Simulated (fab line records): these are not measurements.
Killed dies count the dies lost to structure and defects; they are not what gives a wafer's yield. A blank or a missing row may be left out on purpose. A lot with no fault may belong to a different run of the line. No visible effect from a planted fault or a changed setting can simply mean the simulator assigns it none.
fab line records	flow sfq_line
record: lots: 14	wafers: 42	last_day: 92
route steps=325 shown L0@3 M1@71 I1@73 M2@101
lots with no fault: from the same line, run without faults
start_h: the number of hours between the record's first day and the start of the first shown wafer of the lot	wait_h: hours since the lot's step before	" as in the row above	L1.1+2: a row that stands for several wafers	- no value, or no start given	* or withheld: withheld	< > ~ a bound
route shown NAME@n: NAME is a module with steps in the file, n the number in the route of the first one	usual: mean and standard deviation over wafers with no fault	same: alike in all rows	chamber/n: place in a boat	sites: readings site by site	_std_site: standard deviation across them	_edge_site: the outer-site mean with the inner-site mean subtracted	radius_mm: for every site, how far away it sits from the centre of the wafer	mask NAME#n: copy n	behind: the tool/chamber that last shaped the wafer	hold: cause of the lot's hold/its duration in hours/its outcome	device: which transistor (n, p or np) failed to switch	end of line: the route-end tests of the same wafers	for a step that has no rows: nothing shown but its recipe	killed: dies that structure and defects cost at the first sort, which is not the same as the wafer's yield	map: per-die view of a wafer (x killed, . not killed, _ where there is no die)
set.NAME: the run value of the setting; set.NAME@STEP: its run value at that earlier step	model.NAME: the simulator's own value behind a step, which no gauge read
a sample of lots followed through the steps of the route, with each step as a table and each wafer as a row
services: the hour from which a tool's chamber was out of use, counted from the record's first day as start_h (under 0 if before that day), plus the number of hours and why
== steps ==
step: SFQ_TRILAYER_L0_DEP_SPUTTER_003
recipe: material: MoNx_KI	base_pressure_pa: 1.33e-06	target_thk_nm: 40	power_w: 800	time_s: 100	chamber_pressure_pa: 0.4
usual: cathode_dc_power_W: 800.00/0.14	throttle_valve_pct: 30.3/1.2
lot.wafer	tool	chamber	start_h	wait_h	cathode_dc_power_W	throttle_valve_pct
L729.4	pvd_sputter-06	-	12.49	0.0	800.13	31.6
L729.5	"	-	"	"	800.22	29.6
L729.6	"	-	"	"	800.03	31.5
L730.1	pvd_sputter-06	-	17.49	0.0	799.93	31.3
L730.2	"	-	"	"	799.88	30.2
L730.5	"	-	"	"	800.10	29.4
L731.1	pvd_sputter-05	-	22.49	0.0	800.08	28.2
L731.3	"	-	"	"	800.16	31.4
L731.4	"	-	"	"	799.77	31.0
L732.1	pvd_sputter-04	-	27.49	0.0	799.90	29.8
L732.2	"	-	"	"	800.26	27.1
L732.5	"	-	"	"	799.97	29.7
L733.1	pvd_sputter-06	-	32.49	0.0	799.86	30.1
L733.4	"	-	"	"	799.92	29.3
L733.5	"	-	"	"	800.14	31.8
L734.2	pvd_sputter-06	-	37.49	0.0	799.97	30.3
L734.4	"	-	"	"	800.01	30.6
L734.5	"	-	"	"	800.02	30.8
L735.1	pvd_sputter-04	-	42.49	0.0	800.18	30.0
L735.3	"	-	"	"	800.11	30.0
L735.5	"	-	"	"	800.02	27.3
L736.1	pvd_sputter-05	-	47.49	0.0	800.07	31.1
L736.2	"	-	"	"	800.13	28.1
L736.4	"	-	"	"	799.87	31.3
L737.2	pvd_sputter-06	-	52.49	0.0	799.74	30.1
L737.4	"	-	"	"	799.97	31.5
L737.5	"	-	"	"	799.93	30.6
L739.2	pvd_sputter-06	-	62.49	0.0	857.94	30.7
L739.3	"	-	"	"	858.32	30.4
L739.5	"	-	"	"	858.09	29.5
L742.3	pvd_sputter-06	-	77.49	0.0	858.19	30.5
L742.4	"	-	"	"	858.32	30.8
L742.6	"	-	"	"	858.18	29.1
L748.1	pvd_sputter-05	-	107.49	0.0	799.89	31.6
L748.2	"	-	"	"	800.09	30.9
L748.6	"	-	"	"	799.91	28.1
L751.1	pvd_sputter-04	-	122.49	0.0	800.05	30.0
L751.2	"	-	"	"	799.89	27.1
L751.6	"	-	"	"	799.94	27.2
L752.1	pvd_sputter-05	-	127.49	0.0	799.79	31.4
L752.2	"	-	"	"	799.96	28.1
L752.6	"	-	"	"	800.02	31.3
step: SFQ_L0_RS_MEAS_901
recipe: thk_meas_gauge: four-point-probe	reads: MoNx_KI_of_TRILAYER_L0_DEP_SPUTTER_003
usual: L0_MONX_KI_RS: 43.5/0.38
lot.wafer	tool	chamber	start_h	wait_h	hold	L0_MONX_KI_RS[ohm/sq]
L729.4	film_metro-04	-	12.62	0.1	-	43.8
L729.5	"	-	"	"	-	43.3
L729.6	"	-	"	"	-	43.8
L730.1	film_metro-04	-	17.56	0.0	-	44.6
L730.2	"	-	"	"	-	43.8
L730.5	"	-	"	"	-	43.9
L731.1	film_metro-02	-	22.56	0.0	-	43.6
L731.3	"	-	"	"	-	43.2
L731.4	"	-	"	"	-	44.0
L732.1	film_metro-02	-	27.56	0.0	-	43.2
L732.2	"	-	"	"	-	43.4
L732.5	"	-	"	"	-	43.4
L733.1	film_metro-03	-	32.56	0.0	-	42.9
L733.4	"	-	"	"	-	43.3
L733.5	"	-	"	"	-	44.5
L734.2	film_metro-02	-	37.58	0.1	-	42.6
L734.4	"	-	"	"	-	42.9
L734.5	"	-	"	"	-	43.4
L735.1	film_metro-02	-	42.56	0.0	-	43.9
L735.3	"	-	"	"	-	43.4
L735.5	"	-	"	"	-	43.4
L736.1	film_metro-03	-	47.56	0.0	-	43.2
L736.2	"	-	"	"	-	43.1
L736.4	"	-	"	"	-	43.5
L737.2	film_metro-04	-	52.58	0.1	-	43.4
L737.4	"	-	"	"	-	43.6
L737.5	"	-	"	"	-	43.9
L739.2	film_metro-02	-	62.58	0.1	await_dispo/0.2h/release	40.3
L739.3	"	-	"	"	await_dispo/0.2h/release	39.8
L739.5	"	-	"	"	await_dispo/0.2h/release	40.2
L739.2	film_metro-02	-	62.87	0.3	-	40.2
L739.3	"	-	"	"	-	39.8
L739.5	"	-	"	"	-	40.1
L742.3	film_metro-02	-	77.60	0.1	await_dispo/0.2h/release	40.5
L742.4	"	-	"	"	await_dispo/0.2h/release	40.4
L742.6	"	-	"	"	await_dispo/0.2h/release	40.3
L742.3	film_metro-02	-	77.89	0.3	-	40.5
L742.4	"	-	"	"	-	40.4
L742.6	"	-	"	"	-	40.3
L748.1	film_metro-04	-	107.56	0.0	-	42.9
L748.2	"	-	"	"	-	43.2
L748.6	"	-	"	"	-	43.2
L751.1	film_metro-04	-	122.56	0.0	-	43.9
L751.2	"	-	"	"	-	44.1
L751.6	"	-	"	"	-	44.7
L752.1	film_metro-03	-	127.56	0.0	-	43.8
L752.2	"	-	"	"	-	43.5
L752.6	"	-	"	"	-	43.7
step: SFQ_L0_THK_MEAS_902
recipe: thk_meas_gauge: xrf	reads: MoNx_KI_of_TRILAYER_L0_DEP_SPUTTER_003
usual: L0_MONX_KI_THK: 40.3/0.36
lot.wafer	tool	chamber	start_h	wait_h	hold	L0_MONX_KI_THK[nm]
L729.4	film_metro-04	-	12.71	0.1	-	40.3
L729.5	"	-	"	"	-	40.9
L729.6	"	-	"	"	-	39.9
L730.1	film_metro-04	-	17.68	0.1	-	39.2
L730.2	"	-	"	"	-	40.1
L730.5	"	-	"	"	-	39.7
L731.1	film_metro-02	-	22.68	0.1	-	39.9
L731.3	"	-	"	"	-	40.5
L731.4	"	-	"	"	-	40.0
L732.1	film_metro-02	-	27.68	0.1	-	40.3
L732.2	"	-	"	"	-	40.0
L732.5	"	-	"	"	-	40.4
L733.1	film_metro-03	-	32.68	0.1	-	41.0
L733.4	"	-	"	"	-	40.6
L733.5	"	-	"	"	-	39.3
L734.2	film_metro-02	-	37.69	0.1	-	41.1
L734.4	"	-	"	"	-	40.7
L734.5	"	-	"	"	-	40.6
L735.1	film_metro-02	-	42.68	0.1	-	40.0
L735.3	"	-	"	"	-	40.4
L735.5	"	-	"	"	-	40.4
L736.1	film_metro-03	-	47.68	0.1	-	40.5
L736.2	"	-	"	"	-	40.7
L736.4	"	-	"	"	-	40.1
L737.2	film_metro-04	-	52.69	0.1	-	40.4
L737.4	"	-	"	"	-	40.2
L737.5	"	-	"	"	-	40.0
L739.2	film_metro-02	-	65.17	2.3	await_dispo/0.2h/release	43.6
L739.3	"	-	"	"	await_dispo/0.2h/release	44.0
L739.5	"	-	"	"	await_dispo/0.2h/release	43.5
L739.2	film_metro-02	-	65.40	0.2	-	43.5
L739.3	"	-	"	"	-	43.7
L739.5	"	-	"	"	-	43.5
L742.3	film_metro-02	-	82.21	4.3	await_dispo/0.2h/release	43.4
L742.4	"	-	"	"	await_dispo/0.2h/release	43.4
L742.6	"	-	"	"	await_dispo/0.2h/release	43.2
L742.3	film_metro-02	-	83.41	1.2	-	43.3
L742.4	"	-	"	"	-	43.6
L742.6	"	-	"	"	-	43.4
L748.1	film_metro-04	-	107.68	0.1	-	40.9
L748.2	"	-	"	"	-	40.6
L748.6	"	-	"	"	-	40.9
L751.1	film_metro-04	-	122.68	0.1	-	40.2
L751.2	"	-	"	"	-	39.9
L751.6	"	-	"	"	-	39.4
L752.1	film_metro-03	-	127.68	0.1	-	40.0
L752.2	"	-	"	"	-	40.4
L752.6	"	-	"	"	-	40.1
step: SFQ_TRILAYER_L0_ETCH_METAL_ETCH_008
recipe: target: MoNx_KI	stop_on: SiO2	mask_material: PR	chemistry: SF6/O2	target_depth_nm: 50	icp_w: 600	bias_w: 80	pressure_mtorr: 10	time_s: 25
usual: drypump_motor_current_A: 5.5/0.31	oes_product_au: 0.874/0.006
lot.wafer	tool	chamber	start_h	wait_h	drypump_motor_current_A	oes_product_au	rf_hours_counter_h
L729.4	rie_metal-03	1	73.84	0.0	5.2	0.869	-
L729.5	"	0	"	"	5.9	0.882	-
L729.6	"	1	"	"	5.1	0.873	-
L730.1	rie_metal-03	0	79.83	0.0	5.9	0.867	23
L730.2	"	1	"	"	5.2	0.870	2
L730.5	"	1	"	"	5.1	0.872	-
L731.1	rie_metal-01	0	88.23	0.0	5.3	0.870	159
L731.3	"	1	"	"	6.0	0.871	-
L731.4	"	0	"	"	5.3	0.866	-
L732.1	rie_metal-03	1	94.23	0.0	5.1	0.874	4
L732.2	"	0	"	"	5.9	0.871	25
L732.5	"	1	"	"	5.2	0.876	-
L733.1	rie_metal-03	1	99.03	0.0	5.1	0.882	5
L733.4	"	0	"	"	5.9	0.875	-
L733.5	"	0	"	"	5.9	0.867	-
L734.2	rie_metal-03	0	103.83	0.0	5.9	0.887	26
L734.4	"	1	"	"	5.1	0.881	-
L734.5	"	0	"	"	5.9	0.873	-
L735.1	rie_metal-01	1	112.23	0.0	6.0	0.864	168
L735.3	"	0	"	"	5.3	0.876	-
L735.5	"	1	"	"	6.0	0.872	-
L736.1	rie_metal-04	0	123.07	0.1	5.4	0.879	90
L736.2	"	0	"	"	5.4	0.876	-
L736.4	"	0	"	"	5.4	0.877	-
L737.2	rie_metal-01	0	130.21	0.0	5.3	0.877	164
L737.4	"	0	"	"	5.3	0.868	-
L737.5	"	0	"	"	5.3	0.871	-
L739.2	rie_metal-03	0	141.01	0.0	5.9	0.921	33
L739.3	"	1	"	"	5.2	0.920	-
L739.5	"	1	"	"	5.2	0.915	-
L742.3	rie_metal-04	0	162.55	0.0	5.4	0.912	-
L742.4	"	1	"	"	5.5	0.914	-
L742.6	"	1	"	"	5.5	0.919	-
L748.1	rie_metal-03	1	201.03	0.0	5.2	0.882	23
L748.2	"	0	"	"	5.9	0.879	44
L748.6	"	1	"	"	5.2	0.881	-
L751.1	rie_metal-03	1	216.63	0.0	5.2	0.866	27
L751.2	"	0	"	"	5.9	0.873	48
L751.6	"	0	"	"	5.9	0.870	-
L752.1	rie_metal-03	1	222.69	0.1	5.1	0.871	28
L752.2	"	1	"	"	5.1	0.871	-
L752.6	"	1	"	"	5.2	0.872	-
step: SFQ_TRILAYER_M1_STRIP_STRIP_043
recipe: gas: O2	power_w: 200	platen_temp_c: 40	overash_fraction: 0.65	chemistry: O2	pressure_mtorr: 50
usual: drypump_motor_current_A: 5.6/0.34	oes_product_au: 1.002/0.013
lot.wafer	tool	chamber	start_h	wait_h	drypump_motor_current_A	oes_product_au	rf_hours_counter_h
L729.4	rie_metal-03	1	423.93	0.2	5.2	0.988	-
L729.5	"	0	"	"	6.0	1.017	-
L729.6	"	1	"	"	5.2	0.988	-
L730.1	rie_metal-01	1	428.66	0.1	6.0	0.992	24
L730.2	"	0	"	"	5.3	0.996	17
L730.5	"	0	"	"	5.3	0.999	-
L731.1	rie_metal-01	0	434.66	0.1	5.3	0.985	18
L731.3	"	0	"	"	5.3	1.000	-
L731.4	"	1	"	"	6.0	0.994	-
L732.1	rie_metal-01	0	438.26	0.1	5.3	1.005	19
L732.2	"	1	"	"	6.0	1.005	26
L732.5	"	0	"	"	5.3	1.006	-
L733.1	rie_metal-04	0	471.99	0.1	5.4	1.033	143
L733.4	"	1	"	"	5.5	1.006	-
L733.5	"	1	"	"	5.5	1.005	-
L734.2	rie_metal-01	0	477.99	0.1	5.3	1.017	25
L734.4	"	1	"	"	6.0	1.010	-
L734.5	"	1	"	"	6.0	1.011	-
L735.1	rie_metal-03	1	481.59	0.1	5.1	0.982	67
L735.3	"	0	"	"	5.9	1.008	-
L735.5	"	0	"	"	5.9	0.993	-
L736.1	rie_metal-03	1	493.58	0.1	5.1	1.003	69
L736.2	"	0	"	"	5.9	1.016	87
L736.4	"	1	"	"	5.2	1.001	-
L737.2	rie_metal-01	1	505.87	0.1	6.0	1.007	37
L737.4	"	0	"	"	5.3	0.990	-
L737.5	"	1	"	"	6.0	0.995	-
L739.2	rie_metal-01	0	526.27	0.1	5.3	0.999	33
L739.3	"	1	"	"	6.0	1.014	-
L739.5	"	1	"	"	6.0	1.017	-
L742.3	rie_metal-03	1	553.25	0.2	5.2	1.013	-
L742.4	"	0	"	"	5.9	1.019	-
L742.6	"	0	"	"	5.9	1.023	-
L748.1	rie_metal-04	1	698.66	0.1	5.5	0.996	117
L748.2	"	0	"	"	5.4	0.984	15
L748.6	"	1	"	"	5.5	0.995	-
L751.1	rie_metal-01	1	784.50	0.1	6.0	0.992	72
L751.2	"	0	"	"	5.3	0.982	65
L751.6	"	1	"	"	6.0	0.981	-
L752.1	rie_metal-01	1	805.02	0.1	6.0	0.990	76
L752.2	"	0	"	"	5.3	0.977	69
L752.6	"	1	"	"	6.0	1.000	-
step: SFQ_TRILAYER_I1_DEP_PECVD_045
recipe: material: SiO2	temp_c: 150	time_s: 111.11	pressure_torr: 2.4	rf_w: 183.3	precursor: SiH4/N2O	target_thk_nm: 500
usual: heater_power_w: 82/14	throttle_valve_pct: 24.2/0.98
lot.wafer	tool	chamber	start_h	wait_h	heater_power_w	throttle_valve_pct
L729.4	pecvd-01	0	424.55	0.0	75	24.7
L729.5	"	2	"	"	86	25.4
L729.6	"	1	"	"	75	23.7
L730.1	pecvd-03	1	429.43	0.0	93	24.3
L730.2	"	0	"	"	104	24.0
L730.5	"	0	"	"	90	24.2
L731.1	pecvd-03	1	435.43	0.0	99	24.1
L731.3	"	0	"	"	108	24.1
L731.4	"	1	"	"	84	24.4
L732.1	pecvd-03	2	439.03	0.0	91	25.7
L732.2	"	1	"	"	85	24.4
L732.5	"	0	"	"	100	24.2
L733.1	pecvd-03	1	472.80	0.0	95	24.6
L733.4	"	0	"	"	105	24.0
L733.5	"	1	"	"	81	24.7
L734.2	pecvd-02	0	478.77	0.0	86	23.7
L734.4	"	0	"	"	87	23.8
L734.5	"	2	"	"	70	22.1
L735.1	pecvd-03	2	482.38	0.0	91	25.9
L735.3	"	0	"	"	103	24.1
L735.5	"	0	"	"	103	24.2
L736.1	pecvd-01	1	494.55	0.0	75	23.8
L736.2	"	0	"	"	80	25.0
L736.4	"	1	"	"	74	23.8
L737.2	pecvd-02	1	506.64	0.0	55	23.2
L737.4	"	2	"	"	71	22.5
L737.5	"	1	"	"	58	23.3
L739.2	pecvd-03	1	527.04	0.0	87	24.5
L739.3	"	2	"	"	81	25.8
L739.5	"	0	"	"	106	24.0
L742.3	pecvd-01	2	553.83	0.0	83	25.7
L742.4	"	2	"	"	83	25.7
L742.6	"	0	"	"	78	25.0
L748.1	pecvd-02	1	699.44	0.0	53	23.7
L748.2	"	2	"	"	68	22.8
L748.6	"	1	"	"	57	23.7
L751.1	pecvd-03	1	785.27	0.0	89	24.7
L751.2	"	2	"	"	88	25.8
L751.6	"	0	"	"	95	24.0
L752.1	pecvd-03	2	805.80	0.0	93	25.7
L752.2	"	1	"	"	89	24.6
L752.6	"	0	"	"	88	24.0
step: SFQ_TRILAYER_M2_STRIP_STRIP_061
recipe: gas: O2	power_w: 200	platen_temp_c: 40	overash_fraction: 0.65	chemistry: O2	pressure_mtorr: 50
usual: drypump_motor_current_A: 5.7/0.41	oes_product_au: 0.999/0.015
lot.wafer	tool	chamber	start_h	wait_h	drypump_motor_current_A	oes_product_au	rf_hours_counter_h
L729.4	rie_metal-02	1	751.10	0.2	6.3	1.004	-
L729.5	"	1	"	"	6.3	1.004	-
L729.6	"	0	"	"	5.5	0.995	-
L730.1	rie_metal-03	1	754.50	0.1	5.2	0.997	102
L730.2	"	0	"	"	5.9	1.017	123
L730.5	"	0	"	"	5.9	1.017	-
L731.1	rie_metal-03	1	758.10	0.1	5.2	1.000	103
L731.3	"	0	"	"	5.9	1.025	-
L731.4	"	1	"	"	5.2	1.004	-
L732.1	rie_metal-01	0	760.50	0.1	5.3	0.974	63
L732.2	"	1	"	"	6.0	0.992	70
L732.5	"	1	"	"	6.0	0.987	-
L733.1	rie_metal-03	0	789.30	0.1	5.9	1.020	127
L733.4	"	0	"	"	5.9	1.016	-
L733.5	"	0	"	"	5.9	1.016	-
L734.2	rie_metal-02	1	800.22	0.1	6.3	1.011	29
L734.4	"	0	"	"	5.6	0.985	-
L734.5	"	0	"	"	5.5	0.982	-
L735.1	rie_metal-02	0	802.62	0.1	5.5	0.988	9
L735.3	"	0	"	"	5.5	0.985	-
L735.5	"	1	"	"	6.3	1.006	-
L736.1	rie_metal-01	0	814.75	0.1	5.3	0.991	70
L736.2	"	1	"	"	6.0	0.989	77
L736.4	"	1	"	"	6.0	0.992	-
L737.2	rie_metal-02	0	825.55	0.1	5.5	0.987	13
L737.4	"	0	"	"	5.6	0.980	-
L737.5	"	1	"	"	6.3	0.996	-
L739.2	rie_metal-03	1	849.67	0.1	5.2	0.995	116
L739.3	"	0	"	"	6.0	1.010	-
L739.5	"	0	"	"	5.9	1.023	-
L742.3	rie_metal-02	1	877.60	0.2	6.3	0.983	-
L742.4	"	0	"	"	5.5	0.998	-
L742.6	"	0	"	"	5.5	0.983	-
L748.1	rie_metal-01	0	1004.95	0.1	5.3	0.987	94
L748.2	"	1	"	"	6.0	0.982	101
L748.6	"	1	"	"	6.0	0.972	-
L751.1	rie_metal-02	1	1089.07	0.1	6.3	1.000	66
L751.2	"	0	"	"	5.5	0.987	42
L751.6	"	0	"	"	5.5	0.999	-
L752.1	rie_metal-01	0	1109.47	0.1	5.2	0.978	108
L752.2	"	1	"	"	6.0	0.982	112
L752.6	"	0	"	"	5.3	0.981	-
== services ==
tool	chamber	start_h	hours	kind
pecvd-03	-	-3.95	2.2	repair
rie_metal-01	1	26.45	14.2	repair
rie_metal-01	0	31.29	19.3	repair
pecvd-03	-	73.83	5.5	pm
rie_metal-03	0	143.24	1.1	repair
rie_metal-01	0	158.80	15.6	repair
rie_metal-03	-	170.82	1.0	repair
pecvd-03	-	192.70	28.1	pm
rie_metal-03	0	220.16	9.1	repair
rie_metal-01	1	254.07	5.4	repair
rie_metal-01	0	313.05	14.9	repair
pecvd-03	0	362.35	7.2	repair
rie_metal-03	-	440.95	0.4	repair
pecvd-03	-	484.92	2.3	repair
rie_metal-03	-	498.78	4.6	repair
pecvd-03	0	581.46	10.3	repair
rie_metal-03	1	719.63	14.9	repair
rie_metal-03	0	765.70	5.8	repair
rie_metal-01	-	883.20	14.6	pm
rie_metal-03	0	924.03	11.3	repair
rie_metal-01	-	1036.86	0.3	repair
rie_metal-01	-	1037.41	2.8	pm
rie_metal-01	1	1085.12	9.8	repair
rie_metal-03	-	1093.07	14.6	pm
== key ==
first_sign: step: SFQ_TRILAYER_L0_DEP_SPUTTER_003	reading: cathode_dc_power_W	direction: up	sigmas: 99+	usual: 800.00	struck: 858.17
effect: step: SFQ_L0_RS_MEAS_901	reading: visit	direction: added
effect: step: SFQ_L0_RS_MEAS_901	reading: L0_MONX_KI_RS	direction: down	sigmas: 8.3	usual: 43.5	struck: 40.3
effect: step: SFQ_L0_THK_MEAS_902	reading: visit	direction: added
effect: step: SFQ_L0_THK_MEAS_902	reading: L0_MONX_KI_THK	direction: up	sigmas: 8.7	usual: 40.3	struck: 43.5
effect: step: SFQ_TRILAYER_L0_ETCH_METAL_ETCH_008	reading: oes_product_au	direction: up	sigmas: 7.1	usual: 0.874	struck: 0.917
met_at SFQ_TRILAYER_L0_DEP_SPUTTER_003
struck_lots L739,L742
not_acting_at SFQ_TRILAYER_M1_STRIP_STRIP_043,SFQ_TRILAYER_I1_DEP_PECVD_045,SFQ_TRILAYER_M2_STRIP_STRIP_061
onset_between 52.49 62.49
fault: kind: process_parameter_drift	tool: pvd_sputter-06	chamber: -	onset_h: 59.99	steps: SFQ_TRILAYER_L0_DEP_SPUTTER_003	channel: power_w	offset: 58.13	shape: step	end_h: 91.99	acts_in: these_recipes_only	stated: 800
